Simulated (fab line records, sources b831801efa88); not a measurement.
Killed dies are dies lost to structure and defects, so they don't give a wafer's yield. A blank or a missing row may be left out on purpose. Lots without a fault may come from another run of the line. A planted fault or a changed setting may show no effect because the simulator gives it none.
Chamber matching | flow gf180mcu | GF_CONTACT_CMP_04 on cmp-01: 4 sister chambers
The step polishes SiO2. 8 wafers are shown with their chamber, then 8 later ones without.

WAFERS WITH THEIR CHAMBER
wafer  | chamber | motor_current_A (A) | slurry_flow_ml_min
L154.3 | 0       | 11.8                | 150.6
L154.5 | 0       | 12.3                | 150.6
L155.3 | 3       | 9.6                 | 150.0
L156.3 | 1       | 12.2                | 150.8
L162.4 | 3       | 9.3                 | 149.9
L162.5 | 2       | 14.4                | 149.7
L162.6 | 1       | 11.7                | 150.4
L165.1 | 2       | 13.7                | 150.0

WAFERS WITHOUT THEIR CHAMBER
wafer  | motor_current_A (A) | slurry_flow_ml_min
L165.3 | 11.8                | 149.4
L165.4 | 12.0                | 149.8
L169.1 | 14.1                | 149.9
L169.5 | 13.9                | 150.2
L169.6 | 11.5                | 151.1
L170.1 | 12.3                | 150.0
L170.3 | 11.4                | 149.5
L170.6 | 11.6                | 150.6

WHICH CHAMBER EACH WENT THROUGH
wafer  | from the rows above               | in truth
L165.3 | can't be placed: 2 or 1 or 0 or 3 | 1
L165.4 | can't be placed: 0 or 1 or 2      | 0
L169.1 | 2                                 | 2
L169.5 | 2                                 | 2
L169.6 | can't be placed: 1 or 0           | 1
L170.1 | can't be placed: 0 or 1 or 2      | 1
L170.3 | can't be placed: 3 or 1 or 0 or 2 | 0
L170.6 | can't be placed: 1 or 0           | 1
Placed correctly: 2 of 8. Can't be placed from these rows: 6 (the true chamber is among the candidates in 6). Placed wrongly: 0.
How it was worked out, from the rows above alone: a wafer's distance from a chamber is the root of the sum, over the readings, of the square of ((its reading less the chamber's mean) divided by the reading's scatter). The wafer belongs to the nearest chamber; if the next one is less than 2 further off, it can't be placed. A chamber's mean is the mean of its shown wafers. The scatter: the root of (the sum of the squares of (reading less its chamber's mean) over the shown wafers, divided by (wafers less chambers)).
